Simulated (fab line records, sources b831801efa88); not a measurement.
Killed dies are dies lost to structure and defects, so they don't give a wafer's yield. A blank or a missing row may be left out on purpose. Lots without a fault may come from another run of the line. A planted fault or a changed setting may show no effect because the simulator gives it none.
One fault seen from 2 desks | flow sky130 | each desk has only its own numbers; what lay behind them comes last

THE METROLOGY DESK
What the gauges read, lot by lot, whatever tool the lot ran on: means of the sampled wafers that have a number. A lot is out of limits, marked OUT, if its mean lies more than 4 standard deviations from the usual mean; the brackets give that distance.
Columns: A = POLY_GATE_OXIDATION_THK at SKY_POLY_GATE_THK_MEAS_21, usual 4.02 nm
lot  | first seen here | A
L655 | day 16 04:49    | 3.91
L656 | day 16 17:17    | 4.00
L657 | day 17 04:52    | 4.13
L658 | day 17 15:34    | 3.96
L659 | day 18 02:47    | 4.11
L661 | day 19 00:06    | 3.96
L662 | day 19 08:40    | 4.01
L664 | day 19 22:59    | 4.05
L666 | day 20 14:28    | 4.03
L668 | day 21 15:58    | 3.35 (-9.1) OUT
L669 | day 21 21:18    | 3.47 (-7.4) OUT
L676 | day 24 08:47    | 4.07
L677 | day 24 11:11    | 4.10
L678 | day 24 22:15    | 4.09
This desk's finding: out of limits on L668, L669; first on L668, day 21 15:58 (POLY_GATE_OXIDATION_THK at SKY_POLY_GATE_THK_MEAS_21). In limits: L655, L656, L657, L658, L659, L661, L662, L664, L666, L676, L677, L678.

THE TOOL OWNER'S DESK: furnace-02
The tool's own readings at SKY_POLY_GATE_OXIDATION_20 (stabilise 600 s, purge 300 s, target thk 4 nm): means of the sampled wafers that have a number, for each lot that ran on this tool. A lot is out of limits, marked OUT, if its mean lies more than 4 standard deviations from the usual mean; the brackets give that distance. Of its 8 readings 7 are shown: the one that was out of limits first, and those that lie furthest out on some lot.
Columns: A = spike_tc_bottom_C at SKY_POLY_GATE_OXIDATION_20, usual 867.8 C; B = spike_tc_centre_C at SKY_POLY_GATE_OXIDATION_20, usual 850.1 C; C = spike_tc_lower_C at SKY_POLY_GATE_OXIDATION_20, usual 848.4 C; D = spike_tc_top_C at SKY_POLY_GATE_OXIDATION_20, usual 862.5 C; E = spike_tc_upper_C at SKY_POLY_GATE_OXIDATION_20, usual 850.2 C; F = tube_center_temp_C at SKY_POLY_GATE_OXIDATION_20, usual 849.99 C; G = tube_center_temp_C_max at SKY_POLY_GATE_OXIDATION_20, usual 852.2
lot  | first seen here | A                | B               | C               | D                | E                | F                        | G
L655 | day 16 03:33    | 867.1            | 849.5           | 848.3           | 862.2            | 850.0            | 849.98                   | 852.5
L656 | day 16 16:02    | 866.7            | 849.8           | 847.9           | 862.3            | 850.0            | 849.94                   | 852.1
L657 | day 17 03:37    | 868.2            | 849.9           | 848.5           | 861.5            | 850.8            | 850.02                   | 852.2
L661 | day 18 22:50    | 867.1            | 850.0           | 849.3           | 861.8            | 851.3            | 849.92                   | 851.9
L662 | day 19 07:23    | 866.8            | 850.7           | 848.7           | 862.4            | 851.0            | 849.97                   | 852.1
L664 | day 19 21:44    | 867.6            | 850.3           | 849.8           | 862.7            | 850.3            | 850.05                   | 852.3
L666 | day 20 13:13    | 866.3            | 849.2           | 849.0           | 862.8            | 851.0            | 849.94                   | 851.8
L668 | day 21 14:43    | 855.1 (-9.0) OUT | 838.3 (-12) OUT | 835.6 (-13) OUT | 850.1 (-10) OUT  | 839.1 (-9.3) OUT | 837.73 (-99 or more) OUT | 840.2 (-34) OUT
L669 | day 21 20:02    | 853.5 (-10) OUT  | 838.0 (-12) OUT | 837.2 (-11) OUT | 850.8 (-9.8) OUT | 839.4 (-9.0) OUT | 837.74 (-99 or more) OUT | 840.1 (-35) OUT
L676 | day 24 07:31    | 866.1            | 850.1           | 848.7           | 861.8            | 850.2            | 849.97                   | 852.1
L677 | day 24 09:55    | 866.8            | 849.5           | 848.1           | 862.1            | 850.4            | 850.02                   | 852.2
This desk's finding: out of limits on L668, L669; first on L668, day 21 14:43 (spike_tc_bottom_C at SKY_POLY_GATE_OXIDATION_20). In limits: L655, L656, L657, L661, L662, L664, L666, L676, L677.

PUT TOGETHER
The tool owner's desk could have raised an alarm at day 21 14:43, on L668, L669.
The metrology desk could have raised an alarm at day 21 15:58, on L668, L669.
Of the lots named, all ran SKY_POLY_GATE_OXIDATION_20 on furnace-02.

WHAT THE SIMULATOR HAD PUT IN
Process parameter drift: furnace-02, from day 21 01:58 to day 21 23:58, at SKY_POLY_GATE_OXIDATION_20. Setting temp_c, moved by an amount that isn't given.
Lots struck among those shown: L668, L669.
Hours from the fault's start to each desk's first reading out of limits: the tool owner's desk, 13; the metrology desk, 14.
